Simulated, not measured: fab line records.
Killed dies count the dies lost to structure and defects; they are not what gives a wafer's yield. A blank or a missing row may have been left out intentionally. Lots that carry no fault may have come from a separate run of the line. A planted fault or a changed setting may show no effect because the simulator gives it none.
fab line records	flow sky130
record lots=12	wafers=36	last_day=50
route steps=708 shown LI_CONTACT@378 CONTACT@408 PAD_OPEN@708
lots that met no fault: taken from a fault-free run of the same line
start_h: hours from the record's opening day to when the first of the lot's shown wafers began	wait_h: how many hours have passed since the lot's step before this one	" as in the row above	L1.1+2: a single row standing in for several wafers	- value missing, or start not given	* or withheld: withheld	< > ~ a bound
route shown NAME@n: names a module that has steps shown in the file, with the first one's number in the route	usual: mean and standard deviation over wafers with no fault	same: alike in all rows	chamber/n: place in a boat	sites: the reading at each site	_std_site: standard deviation of those values	_edge_site: the outer-site mean with the inner-site mean subtracted	radius_mm: how far each site lies from the wafer's centre	mask NAME#n: copy n	behind: the most recent tool/chamber to have shaped the wafer	hold: the reason the lot was held/the length of the hold in hours/how it ended	device: transistor that didn't switch, given as n, p or np	end of line: the route-end tests of the same wafers	for a step that has no rows: nothing shown but its recipe	killed: dies that structure and defects cost at the first sort, which is not the same as the wafer's yield	map: a wafer's dies, x killed, . not, _ none there
set.NAME: the setting as run; set.NAME@STEP: as run at that earlier step	model.NAME: the simulator's own value behind a step, which no gauge read
a sample of lots followed through the steps of the route, with each step as a table and each wafer as a row
services: a tool's chamber out of use, with start hour (start_h, from the record's first day; less than 0 if before it), hours out, and reason
## steps
# step SKY_LI_CONTACT_STRIP_16
# recipe chemistry=O2/N2	power_w=1400	pressure_mtorr=1500	platen_temp_c=withheld	o2_flow_sccm=3000	n2_flow_sccm=300	overash_fraction=0.5
# usual drypump_motor_current_A=5.6/0.36	oes_product_au=0.376/0.0045	strip_time_to_endpoint_s=3.50/0.036
lot.wafer	tool	chamber	start_h	wait_h	drypump_motor_current_A	oes_product_au	rf_hours_counter_h	strip_time_to_endpoint_s
L524.2	plasma_asher-01	0	682.90	-	5.7	0.385	27	3.52
L524.3	"	1	"	"	5.6	0.373	-	3.50
L524.6	"	0	"	"	5.7	0.376	-	3.48
L527.3	plasma_asher-01	1	709.94	-	5.6	0.372	-	3.49
L527.4	"	0	"	"	5.7	0.369	-	3.41
L527.6	"	1	"	"	5.6	0.378	-	3.50
L528.1	plasma_asher-04	0	721.60	-	6.0	0.384	95	3.47
L528.3	"	1	"	"	5.0	0.375	-	3.56
L528.4	"	0	"	"	6.0	0.377	-	3.49
L529.2	plasma_asher-01	0	728.34	-	5.7	0.375	31	3.48
L529.3	"	1	"	"	5.6	0.376	-	3.51
L529.4	"	0	"	"	5.7	0.379	-	3.49
L531.1	plasma_asher-01	1	744.30	-	5.7	0.375	33	3.54
L531.2	"	0	"	"	5.7	0.371	33	3.52
L531.4	"	0	"	"	5.7	0.377	-	3.47
L533.3	plasma_asher-03	0	767.99	-	5.1	0.381	-	3.53
L533.4	"	1	"	"	5.9	0.377	-	3.53
L533.5	"	0	"	"	5.1	0.377	-	3.50
L534.1	plasma_asher-01	1	770.41	-	5.6	0.385	36	3.54
L534.3	"	0	"	"	5.7	0.376	-	3.54
L534.4	"	1	"	"	5.6	0.381	-	3.49
L535.4	plasma_asher-03	0	777.89	-	5.1	0.377	-	3.41
L535.5	"	0	"	"	5.1	0.369	-	3.49
L535.6	"	1	"	"	5.9	0.370	-	3.50
L542.1	plasma_asher-03	1	826.54	-	5.9	0.385	105	3.52
L542.2	"	0	"	"	5.1	0.374	105	3.47
L542.4	"	1	"	"	5.9	0.377	-	3.51
L543.1	plasma_asher-03	1	831.61	-	5.9	0.387	105	3.50
L543.2	"	0	"	"	5.1	0.374	105	3.49
L543.4	"	0	"	"	5.1	0.380	-	3.50
L545.2	plasma_asher-03	0	845.31	-	5.0	0.366	107	3.41
L545.4	"	0	"	"	5.0	0.372	-	3.49
L545.6	"	1	"	"	5.9	0.374	-	3.50
L546.1	plasma_asher-01	0	853.01	-	5.7	0.374	44	3.52
L546.3	"	1	"	"	5.6	0.383	-	3.44
L546.6	"	1	"	"	5.6	0.372	-	3.53
# step SKY_LI_CONTACT_SPUTTER_20
# recipe material=TiN	target_thk_nm=20	chamber_pressure_pa=4.86	power_w=4000	time_s=80
# usual cathode_dc_power_W=4000.0/0.82	throttle_valve_pct=30.1/0.76
lot.wafer	tool	chamber	start_h	wait_h	cathode_dc_power_W	throttle_valve_pct
L524.2	pvd_sputter-01	-	683.28	0.0	4000.3	30.6
L524.3	"	-	"	"	3999.1	30.3
L524.6	"	-	"	"	3999.9	30.9
L527.3	pvd_sputter-01	-	710.28	0.0	4000.2	30.3
L527.4	"	-	"	"	3999.2	31.5
L527.6	"	-	"	"	3999.5	30.4
L528.1	pvd_sputter-01	-	721.99	0.0	4000.4	30.0
L528.3	"	-	"	"	3999.6	30.3
L528.4	"	-	"	"	3999.8	31.6
L529.2	pvd_sputter-04	-	728.72	0.0	3999.4	29.9
L529.3	"	-	"	"	3999.8	29.3
L529.4	"	-	"	"	4000.1	29.0
L531.1	pvd_sputter-01	-	744.67	0.0	3999.0	30.4
L531.2	"	-	"	"	4000.6	30.0
L531.4	"	-	"	"	4000.8	30.8
L533.3	pvd_sputter-04	-	768.34	0.0	3999.3	29.1
L533.4	"	-	"	"	3999.2	29.8
L533.5	"	-	"	"	4000.1	29.2
L534.1	pvd_sputter-03	-	770.79	0.0	4000.0	28.7
L534.3	"	-	"	"	3999.1	30.5
L534.4	"	-	"	"	4000.6	29.6
L535.4	pvd_sputter-01	-	778.22	0.0	3999.6	30.2
L535.5	"	-	"	"	3999.4	30.5
L535.6	"	-	"	"	4000.5	30.9
L542.1	pvd_sputter-01	-	826.91	0.0	3999.8	30.3
L542.2	"	-	"	"	3999.7	30.2
L542.4	"	-	"	"	4000.0	30.8
L543.1	pvd_sputter-01	-	832.15	0.0	3999.4	30.3
L543.2	"	-	"	"	3998.8	30.7
L543.4	"	-	"	"	4000.0	31.5
L545.2	pvd_sputter-04	-	845.68	0.0	4001.8	29.7
L545.4	"	-	"	"	3999.3	29.7
L545.6	"	-	"	"	3999.7	29.3
L546.1	pvd_sputter-01	-	853.38	0.0	3998.6	30.5
L546.3	"	-	"	"	4001.5	31.4
L546.6	"	-	"	"	3999.5	30.3
# step SKY_CONTACT_HDPCVD_02
# recipe material=SiO2	target_thk_nm=565	sigma_open_frac=0.3	time_s=94.2	temp_c=600	sih4_flow_sccm=60	pressure_mtorr=6
# usual run_length_s=122.3/0.8	susceptor_temp_C=600.0/0.31
lot.wafer	tool	chamber	start_h	wait_h	run_length_s	susceptor_temp_C
L524.2	hdpcvd-02	0	714.18	0.0	123.2	600.0
L524.3	"	1	"	"	123.4	600.6
L524.6	"	0	"	"	123.3	600.1
L527.3	hdpcvd-02	0	739.87	0.0	122.8	600.1
L527.4	"	1	"	"	122.8	599.9
L527.6	"	2	"	"	122.9	600.0
L528.1	hdpcvd-01	0	751.13	0.1	120.8	599.9
L528.3	"	1	"	"	122.7	600.4
L528.4	"	1	"	"	122.4	599.6
L529.2	hdpcvd-01	2	757.96	0.0	121.4	600.2
L529.3	"	0	"	"	121.3	600.3
L529.4	"	2	"	"	121.4	599.7
L531.1	hdpcvd-01	2	773.85	0.1	121.8	599.8
L531.2	"	1	"	"	122.2	600.1
L531.4	"	1	"	"	122.6	599.9
L533.3	hdpcvd-01	1	796.49	0.0	116.9	-
L533.4	"	1	"	"	117.0	-
L533.5	"	2	"	"	116.2	-
L534.1	hdpcvd-01	1	798.79	0.1	117.0	-
L534.3	"	2	"	"	116.1	-
L534.4	"	2	"	"	116.4	-
L535.4	hdpcvd-01	1	807.13	0.1	117.3	-
L535.5	"	0	"	"	115.6	-
L535.6	"	2	"	"	116.2	-
L542.1	hdpcvd-02	1	854.68	0.1	123.1	599.9
L542.2	"	0	"	"	123.7	600.6
L542.4	"	1	"	"	123.8	599.8
L543.1	hdpcvd-02	2	859.63	0.1	122.5	599.6
L543.2	"	0	"	"	123.3	599.6
L543.4	"	1	"	"	123.3	599.6
L545.2	hdpcvd-01	0	873.53	0.0	121.3	600.0
L545.4	"	1	"	"	123.0	600.3
L545.6	"	2	"	"	121.5	599.9
L546.1	hdpcvd-01	1	881.27	0.1	122.4	600.6
L546.3	"	2	"	"	121.9	600.2
L546.6	"	1	"	"	122.7	599.9
# step SKY_CONTACT_THK_MEAS_03
# recipe reads=SiO2_of_CONTACT_HDPCVD_02
# usual CONTACT_HDPCVD_THK=567/8
lot.wafer	tool	chamber	start_h	wait_h	CONTACT_HDPCVD_THK[nm]
L524.2	film_metro-03	-	714.26	0.0	568
L524.3	"	-	"	"	560
L524.6	"	-	"	"	572
L527.3	film_metro-03	-	739.96	0.1	566
L527.4	"	-	"	"	551
L527.6	"	-	"	"	553
L528.1	film_metro-03	-	751.20	0.0	577
L528.3	"	-	"	"	579
L528.4	"	-	"	"	579
L529.2	film_metro-04	-	758.04	0.0	573
L529.3	"	-	"	"	577
L529.4	"	-	"	"	580
L531.1	film_metro-03	-	773.92	0.0	575
L531.2	"	-	"	"	573
L531.4	"	-	"	"	577
L533.3	film_metro-01	-	796.58	0.1	535
L533.4	"	-	"	"	537
L533.5	"	-	"	"	538
L534.1	film_metro-03	-	798.86	0.0	527
L534.3	"	-	"	"	532
L534.4	"	-	"	"	538
L535.4	film_metro-04	-	807.19	0.0	539
L535.5	"	-	"	"	534
L535.6	"	-	"	"	541
L542.1	film_metro-04	-	854.75	0.0	548
L542.2	"	-	"	"	567
L542.4	"	-	"	"	554
L543.1	film_metro-03	-	859.70	0.0	554
L543.2	"	-	"	"	569
L543.4	"	-	"	"	556
L545.2	film_metro-04	-	873.61	0.0	569
L545.4	"	-	"	"	569
L545.6	"	-	"	"	567
L546.1	film_metro-03	-	881.34	0.0	556
L546.3	"	-	"	"	555
L546.6	"	-	"	"	560
# step SKY_CONTACT_CD_MEAS_14
# recipe target_cd_nm=170
# usual cd_nm=170.2/1.5
lot.wafer	tool	chamber	start_h	wait_h	cd_nm
L524.2	cd_sem-01	-	742.52	-	170.1
L524.3	"	-	"	"	169.3
L524.6	"	-	"	"	170.8
L527.3	cd_sem-01	-	767.84	-	168.9
L527.4	"	-	"	"	168.9
L527.6	"	-	"	"	171.4
L528.1	cd_sem-02	-	778.19	-	169.4
L528.3	"	-	"	"	169.3
L528.4	"	-	"	"	169.2
L529.2	cd_sem-02	-	785.49	-	167.8
L529.3	"	-	"	"	169.7
L529.4	"	-	"	"	168.2
L531.1	cd_sem-01	-	800.69	-	170.5
L531.2	"	-	"	"	172.7
L531.4	"	-	"	"	171.0
L533.3	cd_sem-01	-	823.64	-	168.3
L533.4	"	-	"	"	168.4
L533.5	"	-	"	"	168.3
L534.1	cd_sem-01	-	825.87	-	170.4
L534.3	"	-	"	"	170.0
L534.4	"	-	"	"	167.3
L535.4	cd_sem-02	-	833.93	-	169.3
L535.5	"	-	"	"	170.3
L535.6	"	-	"	"	169.5
L542.1	cd_sem-02	-	881.34	-	171.1
L542.2	"	-	"	"	171.3
L542.4	"	-	"	"	169.8
L543.1	cd_sem-02	-	885.92	-	171.4
L543.2	"	-	"	"	171.2
L543.4	"	-	"	"	170.1
L545.2	cd_sem-02	-	900.04	-	170.0
L545.4	"	-	"	"	168.9
L545.6	"	-	"	"	169.6
L546.1	cd_sem-02	-	906.94	-	170.8
L546.3	"	-	"	"	173.1
L546.6	"	-	"	"	171.2
# step SKY_PAD_OPEN_PROBE_99
# usual killed_at_M0_to_M3=45/7.1	killed_at_M4_up=3.0/1.8	killed_at_contacts=24/5.4	killed_at_front_end=16/4.9	killed_at_other=0.3/0.63	killed_dies=88/11	killed_open=47/7.4	killed_short=40/7
# same gross_dies=492	killed_at_back_side=0
lot.wafer	tool	chamber	start_h	wait_h	killed_at_M0_to_M3	killed_at_M4_up	killed_at_contacts	killed_at_front_end	killed_at_other	killed_dies	killed_open	killed_short
L524.2	prober-02	-	1079.42	0.1	60	3	15	10	0	88	49	37
L524.3	prober-02	-	1079.47	0.2	50	4	25	15	2	96	53	40
L524.6	prober-02	-	1079.62	0.2	45	2	24	22	0	93	57	36
L527.3	prober-01	-	1101.00	0.2	45	2	31	16	0	94	52	40
L527.4	prober-01	-	1101.05	0.2	44	2	29	14	0	89	49	38
L527.6	prober-01	-	1101.15	0.2	52	5	39	18	0	114	61	53
L528.1	prober-02	-	1107.24	0.1	43	6	19	14	0	82	40	42
L528.3	prober-02	-	1107.34	0.2	46	4	18	21	2	91	53	38
L528.4	prober-02	-	1107.39	0.2	43	2	26	11	1	83	38	45
L529.2	prober-01	-	1112.83	0.1	40	2	15	18	0	75	48	26
L529.3	prober-01	-	1112.88	0.2	36	2	21	16	1	76	32	43
L529.4	prober-01	-	1112.93	0.2	43	3	29	19	1	95	46	48
L531.1	prober-02	-	1125.62	0.1	40	1	18	13	0	72	41	31
L531.2	prober-02	-	1125.67	0.1	44	1	21	23	0	89	45	44
L531.4	prober-02	-	1125.77	0.2	45	3	25	10	0	83	46	36
L533.3	prober-01	-	1140.12	0.2	55	4	20	20	0	99	52	47
L533.4	prober-01	-	1140.17	0.2	51	1	25	20	0	97	54	43
L533.5	prober-01	-	1140.22	0.2	53	1	26	11	0	91	51	40
L534.1	prober-02	-	1141.84	0.1	41	2	27	14	0	84	51	33
L534.3	prober-02	-	1141.94	0.2	42	1	24	10	0	77	44	33
L534.4	prober-02	-	1141.99	0.2	36	1	28	17	0	82	46	36
L535.4	prober-01	-	1150.50	0.2	34	5	23	9	1	72	44	28
L535.5	prober-01	-	1150.55	0.2	38	5	23	12	0	78	34	44
L535.6	prober-01	-	1150.60	0.2	41	0	22	14	0	77	51	26
L542.1	prober-02	-	1182.20	0.1	49	1	33	19	0	102	54	48
L542.2	prober-02	-	1182.25	0.1	52	4	33	21	0	110	58	52
L542.4	prober-02	-	1182.35	0.2	38	2	36	21	2	99	54	44
L543.1	prober-01	-	1184.69	0.1	48	2	28	15	0	93	51	42
L543.2	prober-01	-	1184.74	0.1	36	3	34	10	1	84	48	36
L543.4	prober-01	-	1184.84	0.2	47	2	25	17	0	91	53	38
L545.2	prober-01	-	1194.27	0.1	44	3	17	15	0	79	46	33
L545.4	prober-01	-	1194.37	0.2	39	4	25	14	0	82	52	30
L545.6	prober-01	-	1194.47	0.2	40	1	32	10	0	83	43	40
L546.1	prober-02	-	1197.51	0.1	36	3	24	9	0	72	43	29
L546.3	prober-02	-	1197.61	0.2	52	2	31	19	1	105	51	54
L546.6	prober-02	-	1197.76	0.2	38	4	33	20	1	96	56	40
# killed by level:class
L524.2 VIA1:geometric_particle:open=22 VIA2:geometric_particle:open=7 FIELD_ISO:geometric_particle:short=5 METAL2:geometric_particle:short=5 VIA2:geometric_particle:short=5 METAL3:geometric_particle:short=5 LI_CONTACT:geometric_particle:open=4 VIA1:geometric_particle:short=4
L524.3 VIA1:geometric_particle:open=15 CONTACT:geometric_particle:open=10 LI_CONTACT:geometric_particle:open=7 VIA3:geometric_particle:open=7 FIELD_ISO:geometric_particle:open=6 METAL1:geometric_particle:short=5 VIA1:geometric_particle:short=5 METAL3:geometric_particle:short=4
L524.6 CONTACT:geometric_particle:open=13 VIA1:geometric_particle:open=12 FIELD_ISO:geometric_particle:short=9 VIA2:geometric_particle:open=9 POLY_GATE:geometric_particle:open=6 VIA3:geometric_particle:open=6 LI_CONTACT:geometric_particle:open=5 VIA1:geometric_particle:short=5
L527.3 VIA1:geometric_particle:open=12 CONTACT:geometric_particle:open=8 POLY_GATE:geometric_particle:open=7 LI_CONTACT:geometric_particle:open=7 VIA3:geometric_particle:short=7 METAL1:geometric_particle:short=7 CONTACT:geometric_particle:short=6 VIA3:geometric_particle:open=6
L527.4 CONTACT:geometric_particle:open=15 VIA1:geometric_particle:open=11 VIA3:geometric_particle:open=6 VIA1:geometric_particle:short=5 FIELD_ISO:geometric_particle:short=4 LI_CONTACT:geometric_particle:open=4 CONTACT:geometric_particle:short=4 METAL2:geometric_particle:short=4
L527.6 CONTACT:geometric_particle:open=15 VIA1:geometric_particle:open=11 VIA1:geometric_particle:short=10 LI_CONTACT:geometric_particle:open=8 POLY_GATE:geometric_particle:open=7 CONTACT:geometric_particle:short=7 VIA2:geometric_particle:open=7 METAL1:geometric_particle:short=6
L528.1 VIA1:geometric_particle:open=7 CONTACT:geometric_particle:open=7 VIA2:geometric_particle:open=7 POLY_GATE:geometric_particle:open=5 METAL1:geometric_particle:short=5 CONTACT:geometric_particle:short=5 METAL2:geometric_particle:short=5 METAL2:geometric_particle:open=4
L528.3 VIA1:geometric_particle:open=14 LI_CONTACT:geometric_particle:open=8 CONTACT:geometric_particle:open=8 VIA1:geometric_particle:short=6 FIELD_ISO:geometric_particle:open=5 METAL2:geometric_particle:short=5 VIA3:geometric_particle:open=5 POLY_GATE:geometric_particle:short=4
L528.4 METAL2:geometric_particle:short=7 VIA2:geometric_particle:open=7 CONTACT:geometric_particle:open=6 METAL1:geometric_particle:short=6 LI_CONTACT:geometric_particle:open=5 LOCAL_INTERCONNECT:geometric_particle:short=5 VIA1:geometric_particle:short=5 CONTACT:geometric_particle:short=4
L529.2 VIA3:geometric_particle:open=10 CONTACT:geometric_particle:open=7 VIA1:geometric_particle:open=7 VIA1:geometric_particle:short=6 FIELD_ISO:geometric_particle:short=4 FIELD_ISO:geometric_particle:open=4 LI_CONTACT:geometric_particle:open=4 METAL2:geometric_particle:short=4
L529.3 POLY_GATE:geometric_particle:short=6 CONTACT:geometric_particle:open=6 VIA3:geometric_particle:open=6 FIELD_ISO:geometric_particle:short=5 LI_CONTACT:geometric_particle:open=5 LOCAL_INTERCONNECT:geometric_particle:short=5 VIA1:geometric_particle:open=5 VIA3:geometric_particle:short=5
L529.4 VIA1:geometric_particle:open=10 CONTACT:geometric_particle:open=8 LI_CONTACT:geometric_particle:open=7 FIELD_ISO:geometric_particle:short=6 LI_CONTACT:geometric_particle:short=6 VIA3:geometric_particle:short=6 VIA3:geometric_particle:open=6 CONTACT:geometric_particle:short=5
L531.1 VIA1:geometric_particle:open=11 VIA3:geometric_particle:open=7 CONTACT:geometric_particle:open=7 FIELD_ISO:geometric_particle:short=6 VIA2:geometric_particle:open=5 VIA1:geometric_particle:short=4 LI_CONTACT:geometric_particle:open=4 CONTACT:geometric_particle:short=4
L531.2 CONTACT:geometric_particle:open=9 VIA1:geometric_particle:open=9 VIA2:geometric_particle:open=7 METAL3:geometric_particle:short=7 POLY_GATE:geometric_particle:short=6 FIELD_ISO:geometric_particle:short=5 METAL1:geometric_particle:short=5 LI_CONTACT:geometric_particle:open=5
L531.4 VIA1:geometric_particle:open=11 VIA3:geometric_particle:open=9 CONTACT:geometric_particle:open=7 LI_CONTACT:geometric_particle:open=7 VIA1:geometric_particle:short=7 METAL1:geometric_particle:short=6 VIA2:geometric_particle:open=5 FIELD_ISO:geometric_particle:open=4
L533.3 VIA1:geometric_particle:open=11 CONTACT:geometric_particle:open=9 FIELD_ISO:geometric_particle:short=8 FIELD_ISO:geometric_particle:open=6 VIA2:geometric_particle:open=6 VIA3:geometric_particle:open=6 METAL2:geometric_particle:short=5 POLY_GATE:geometric_particle:short=5
L533.4 CONTACT:geometric_particle:open=13 VIA1:geometric_particle:open=12 VIA1:geometric_particle:short=7 VIA2:geometric_particle:open=7 LI_CONTACT:geometric_particle:open=6 FIELD_ISO:geometric_particle:short=5 VIA3:geometric_particle:open=5 METAL2:geometric_particle:short=5
L533.5 VIA1:geometric_particle:open=16 METAL2:geometric_particle:short=9 LI_CONTACT:geometric_particle:open=8 CONTACT:geometric_particle:open=7 VIA1:geometric_particle:short=6 METAL1:geometric_particle:short=5 VIA3:geometric_particle:short=5 VIA3:geometric_particle:open=4
L534.1 CONTACT:geometric_particle:open=12 VIA1:geometric_particle:open=8 LI_CONTACT:geometric_particle:open=7 VIA1:geometric_particle:short=6 METAL2:geometric_particle:short=6 VIA3:geometric_particle:open=6 FIELD_ISO:geometric_particle:short=4 VIA2:geometric_particle:open=4
L534.3 VIA1:geometric_particle:open=12 CONTACT:geometric_particle:open=8 LI_CONTACT:geometric_particle:open=7 CONTACT:geometric_particle:short=5 VIA1:geometric_particle:short=5 METAL2:geometric_particle:short=5 VIA2:geometric_particle:open=5 VIA3:geometric_particle:open=4
L534.4 METAL2:geometric_particle:short=11 CONTACT:geometric_particle:open=11 LI_CONTACT:geometric_particle:open=8 CONTACT:geometric_particle:short=6 POLY_GATE:geometric_particle:open=5 METAL1:geometric_particle:open=5 FIELD_ISO:geometric_particle:short=4 VIA2:geometric_particle:open=4
L535.4 VIA1:geometric_particle:open=10 CONTACT:geometric_particle:open=9 VIA2:geometric_particle:open=8 LI_CONTACT:geometric_particle:open=6 LOCAL_INTERCONNECT:geometric_particle:short=5 VIA3:geometric_particle:open=4 POLY_GATE:geometric_particle:open=3 CONTACT:geometric_particle:short=3
L535.5 VIA1:geometric_particle:open=7 CONTACT:geometric_particle:open=6 VIA2:geometric_particle:open=6 VIA2:geometric_particle:short=5 POLY_GATE:geometric_particle:short=5 LI_CONTACT:geometric_particle:open=5 LI_CONTACT:geometric_particle:short=5 METAL2:geometric_particle:short=5
L535.6 CONTACT:geometric_particle:open=11 VIA3:geometric_particle:open=8 VIA2:geometric_particle:open=8 VIA1:geometric_particle:open=7 POLY_GATE:geometric_particle:open=5 LI_CONTACT:geometric_particle:open=5 VIA1:geometric_particle:short=5 METAL3:geometric_particle:short=5
L542.1 VIA1:geometric_particle:open=14 CONTACT:geometric_particle:open=11 CONTACT:geometric_particle:short=8 METAL2:geometric_particle:short=7 LI_CONTACT:geometric_particle:short=5 LI_CONTACT:geometric_particle:open=5 VIA2:geometric_particle:open=5 FIELD_ISO:geometric_particle:short=4
L542.2 VIA1:geometric_particle:open=13 CONTACT:geometric_particle:open=11 METAL2:geometric_particle:short=9 METAL1:geometric_particle:short=9 FIELD_ISO:geometric_particle:open=8 LI_CONTACT:geometric_particle:open=8 VIA2:geometric_particle:open=8 LI_CONTACT:geometric_particle:short=6
L542.4 CONTACT:geometric_particle:open=16 VIA1:geometric_particle:open=8 METAL2:geometric_particle:short=7 CONTACT:geometric_particle:short=6 LI_CONTACT:geometric_particle:open=6 FIELD_ISO:geometric_particle:short=5 LOCAL_INTERCONNECT:geometric_particle:short=5 METAL1:geometric_particle:short=5
L543.1 CONTACT:geometric_particle:open=13 VIA2:geometric_particle:open=11 VIA1:geometric_particle:open=9 METAL1:geometric_particle:short=8 LI_CONTACT:geometric_particle:open=6 METAL2:geometric_particle:short=5 VIA3:geometric_particle:open=5 FIELD_ISO:geometric_particle:short=3
L543.2 CONTACT:geometric_particle:open=14 CONTACT:geometric_particle:short=8 VIA1:geometric_particle:open=8 LI_CONTACT:geometric_particle:open=6 VIA3:geometric_particle:short=5 METAL2:geometric_particle:short=4 VIA2:geometric_particle:short=4 FIELD_ISO:geometric_particle:open=3
L543.4 VIA2:geometric_particle:open=11 VIA1:geometric_particle:open=9 VIA2:geometric_particle:short=8 CONTACT:geometric_particle:open=8 FIELD_ISO:geometric_particle:open=6 CONTACT:geometric_particle:short=6 VIA3:geometric_particle:open=6 LI_CONTACT:geometric_particle:short=4
L545.2 VIA1:geometric_particle:open=14 CONTACT:geometric_particle:open=10 METAL2:geometric_particle:short=6 POLY_GATE:geometric_particle:open=5 VIA2:geometric_particle:short=5 VIA2:geometric_particle:open=5 POLY_GATE:geometric_particle:short=4 VIA1:geometric_particle:short=4
L545.4 VIA2:geometric_particle:open=10 CONTACT:geometric_particle:open=8 LI_CONTACT:geometric_particle:open=8 CONTACT:geometric_particle:short=6 VIA1:geometric_particle:open=6 VIA3:geometric_particle:open=6 POLY_GATE:geometric_particle:open=5 VIA3:geometric_particle:short=4
L545.6 CONTACT:geometric_particle:open=14 METAL1:geometric_particle:short=7 VIA1:geometric_particle:short=7 VIA3:geometric_particle:open=6 LI_CONTACT:geometric_particle:short=5 LI_CONTACT:geometric_particle:open=5 METAL2:geometric_particle:short=4 VIA2:geometric_particle:open=4
L546.1 VIA1:geometric_particle:open=11 VIA2:geometric_particle:open=8 LI_CONTACT:geometric_particle:open=8 CONTACT:geometric_particle:open=7 CONTACT:geometric_particle:short=6 METAL2:geometric_particle:short=4 VIA3:geometric_particle:open=4 FIELD_ISO:geometric_particle:short=3
L546.3 CONTACT:geometric_particle:open=9 VIA2:geometric_particle:open=8 FIELD_ISO:geometric_particle:open=7 VIA3:geometric_particle:short=7 VIA1:geometric_particle:open=7 LI_CONTACT:geometric_particle:short=6 LI_CONTACT:geometric_particle:open=6 CONTACT:geometric_particle:short=6
L546.6 CONTACT:geometric_particle:open=13 VIA1:geometric_particle:open=8 VIA3:geometric_particle:open=8 LOCAL_INTERCONNECT:geometric_particle:short=6 VIA2:geometric_particle:open=6 POLY_GATE:geometric_particle:open=5 LI_CONTACT:geometric_particle:open=5 FIELD_ISO:geometric_particle:short=4
## services
tool	chamber	start_h	hours	kind
plasma_asher-01	-	663.76	3.3	repair
hdpcvd-02	0	665.75	-	clean
hdpcvd-02	1	665.75	-	clean
hdpcvd-02	2	665.75	-	clean
plasma_asher-04	-	667.01	6.2	repair
hdpcvd-01	-	683.79	1.3	repair
pvd_sputter-03	-	698.06	3.5	repair
plasma_asher-04	-	733.75	9.0	pm
plasma_asher-04	0	733.75	9.0	vent_cycle
plasma_asher-04	1	733.75	9.0	vent_cycle
plasma_asher-03	-	752.68	1.3	repair
pvd_sputter-04	-	756.06	1.0	repair
hdpcvd-02	0	765.21	2.3	repair
pvd_sputter-04	-	769.78	1.7	repair
hdpcvd-01	-	785.48	0.7	repair
hdpcvd-02	2	792.64	4.0	repair
pvd_sputter-04	-	798.26	5.9	repair
pvd_sputter-04	-	811.54	4.9	repair
pvd_sputter-04	-	816.81	1.2	repair
pvd_sputter-04	3	832.11	-	consumable_replace:kit
pvd_sputter-04	3	832.11	18.0	scheduled_down
pvd_sputter-04	3	832.11	18.0	vent_cycle
pvd_sputter-04	-	851.12	7.5	repair
plasma_asher-01	-	853.24	0.7	repair
## key
first_sign step=SKY_CONTACT_HDPCVD_02	reading=run_length_s	direction=down	sigmas=7.2	usual=*	struck=*
effect step=SKY_CONTACT_THK_MEAS_03	reading=CONTACT_HDPCVD_THK	direction=down	sigmas=3.9	usual=567	struck=536
met_at SKY_CONTACT_HDPCVD_02
struck_lots L533,L534,L535
tester_left_out L533,L534,L535
not_acting_at SKY_LI_CONTACT_STRIP_16,SKY_LI_CONTACT_SPUTTER_20,SKY_CONTACT_CD_MEAS_14
onset_between 773.85 796.49
fault kind=process_parameter_drift	tool=hdpcvd-01	chamber=-	onset_h=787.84	steps=SKY_CONTACT_HDPCVD_02	channel=time_s	offset=*	shape=step	end_h=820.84	acts_in=*	stated=*
# tester_left_out: of these lots the tester's yield and bins aren't shown, on N5 and GAA mostly nor the transistor test; their killed dies are dies lost to structure and defects alone, not to doping, threshold or leakage, so they don't give the yield
